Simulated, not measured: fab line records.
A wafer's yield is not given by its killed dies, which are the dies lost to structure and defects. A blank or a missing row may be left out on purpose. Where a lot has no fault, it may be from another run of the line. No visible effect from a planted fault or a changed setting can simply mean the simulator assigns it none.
Matching of chambers | flow sfq_line | SFQ_TRILAYER_L0_CAP_PECVD_011 on pecvd-03 has 3 sister chambers
The step deposits SiO2 from SiH4/N2O, time 13.333 s, target thk 60 nm. 14 wafers are shown with their chamber, then 7 later ones without.

WAFERS, EACH WITH ITS CHAMBER
wafer  | chamber | throttle_valve_pct (%) | heater_power_w (W) | rf_fwd_power_W (W)
L660.1 | 0       | 24.3                   | 98                 | 181.2
L660.3 | 2       | 22.6                   | 86                 | 181.2
L660.4 | 2       | 22.6                   | 90                 | 181.5
L661.2 | 0       | 24.3                   | 102                | 181.5
L661.3 | 2       | 22.5                   | 78                 | 181.5
L661.6 | 1       | 22.8                   | 73                 | 181.7
L662.2 | 2       | 22.9                   | 87                 | 180.3
L662.5 | 0       | 24.2                   | 96                 | 181.8
L662.6 | 2       | 22.9                   | 88                 | 181.2
L666.1 | 1       | 23.4                   | 86                 | 182.2
L666.2 | 2       | 22.7                   | 88                 | 182.2
L666.5 | 0       | 24.4                   | 102                | 181.2
L667.1 | 2       | 22.5                   | 86                 | 181.6
L667.4 | 2       | 22.9                   | 86                 | 182.0

SIGNATURES (averages over the wafers above)
reading            | chamber 0 | chamber 1 | chamber 2 | scatter within a chamber
throttle_valve_pct | 24.300    | 23.100    | 22.700    | 0.195
heater_power_w     | 99.50     | 79.50     | 86.12     | 4.27
rf_fwd_power_W     | 181.425   | 181.950   | 181.438   | 0.496
Rule: a wafer lies at a distance from a chamber equal to the root of the sum of squares, over the readings, of (its reading less the chamber's mean, divided by the reading's scatter). If the next closest chamber is less than 2 further off than the closest, the wafer can't be placed; otherwise it belongs to the closest. How the scatter is found: for the shown wafers, subtract from each reading the mean of its chamber, square and add these, divide the total by (wafers less chambers), then take the root.

WAFERS MISSING THEIR CHAMBER
wafer  | throttle_valve_pct (%) | heater_power_w (W) | rf_fwd_power_W (W)
L667.5 | 23.2                   | 83                 | 181.1
L668.2 | 24.3                   | 99                 | 179.9
L668.3 | 22.8                   | 85                 | 181.8
L668.4 | 24.8                   | 98                 | 181.0
L679.2 | 23.3                   | 83                 | 180.6
L679.4 | 24.9                   | 100                | 182.0
L679.5 | 23.3                   | 83                 | 181.7

THE CHAMBER EACH PASSED THROUGH
wafer  | from the rows above     | in truth
L667.5 | can't be placed: 1 or 2 | 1
L668.2 | 0                       | 0
L668.3 | can't be placed: 2 or 1 | 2
L668.4 | 0                       | 0
L679.2 | can't be placed: 1 or 2 | 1
L679.4 | 0                       | 0
L679.5 | can't be placed: 1 or 2 | 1
Correct placement for 3 of the 7. These rows do not allow placing 4 (true chamber among the candidates in 4). 0 placed wrongly.
